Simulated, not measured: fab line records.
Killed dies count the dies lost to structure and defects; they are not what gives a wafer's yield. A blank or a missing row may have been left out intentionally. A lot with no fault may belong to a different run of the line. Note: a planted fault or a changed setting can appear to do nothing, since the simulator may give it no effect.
8D (eight disciplines) problem report, filled in by code | flow sky130 | the parts of the form that need people (team, actions taken, sign-off) are left out

== 1. THE PROBLEM ==
Wafers without a fault read 23.02 C, standard deviation 0.11; developer temp C at SKY_LDD_LDN_DEVELOP_06 reads a mean of 22.08 C on 6 wafers belonging to 2 lots. That is -8.6 standard deviations from the usual mean.
The step: develop time 60 s.
The first sign was on wafer L337.3 at day 27 10:25, on litho track-03. Wafers with a number at this step in the record: 42, from 14 lots. Rule for "out", or "out of limits": more than 4 standard deviations from the usual mean. The other wafers with a number count as sound.

== 2. WHAT IT IS AND WHAT IT IS NOT ==
question                    | is                     | is not
which readings at this step | developer temp C       | -
which lots                  | L337, L338             | L325, L326, L327, L328, L329, L330, L334, L336, L342, L345, L346, L347
which wafers of those lots  | all that have a number | -
read on which tools         | litho track-03         | litho track-01, litho track-04
when                        | from day 27 10:25      | up to then (24 sound wafers); but 12 sound wafers of L342, L345, L346, L347 came after

== 3. WHAT RULES OUT EACH SUSPECT ==
Counting: a tool at a process step up to the reading stays a suspect if it ran every lot that is out and no sound lot after the first of them.
- litho track-03 at SKY_LDD_LDN_DEVELOP_06 (develop time 60 s): ruled out as a lasting fault. After its first lot that is out, L337 (day 27 10:25), sound lots L345, L347 ran on it.
Left after counting: nothing in the record.

== 4. THE CAUSE (what the simulator had put in) ==
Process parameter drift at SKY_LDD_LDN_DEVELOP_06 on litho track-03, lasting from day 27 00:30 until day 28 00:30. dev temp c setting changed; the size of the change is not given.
Counting ruled it out, wrongly.

== 5. THE CHAIN OF EFFECTS, in route order ==
Each row: a reading whose mean over the struck wafers that have a number lies more than 3 standard deviations from the usual. Readings are gone through only where the record gives a usual standard deviation; hours: the median, over the lots, of the time from a lot's start at the first step in this table giving one to that lot's start at this step; sigmas: the change measured in usual standard deviations.
hours | step                   | reading          | usual   | on struck wafers | change | sigmas
0     | SKY_LDD_LDN_DEVELOP_06 | developer temp C | 23.02 C | 22.08            | -0.94  | -8.6
Here are the process steps it includes:
- SKY_LDD_LDN_DEVELOP_06: develop time 60 s.
Later steps that measure or inspect, where all struck wafers having a row at the step show a number for every such reading and not one has moved that far: SKY_LDD_LDN_OVL_MEAS_07, SKY_SD_P_TW_MEAS_11.

== 6. WHAT WOULD HAVE CAUGHT IT SOONER ==
10 hours passed between the start of the fault at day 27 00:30 and the first reading out of limits in this record, taken at day 27 10:25.
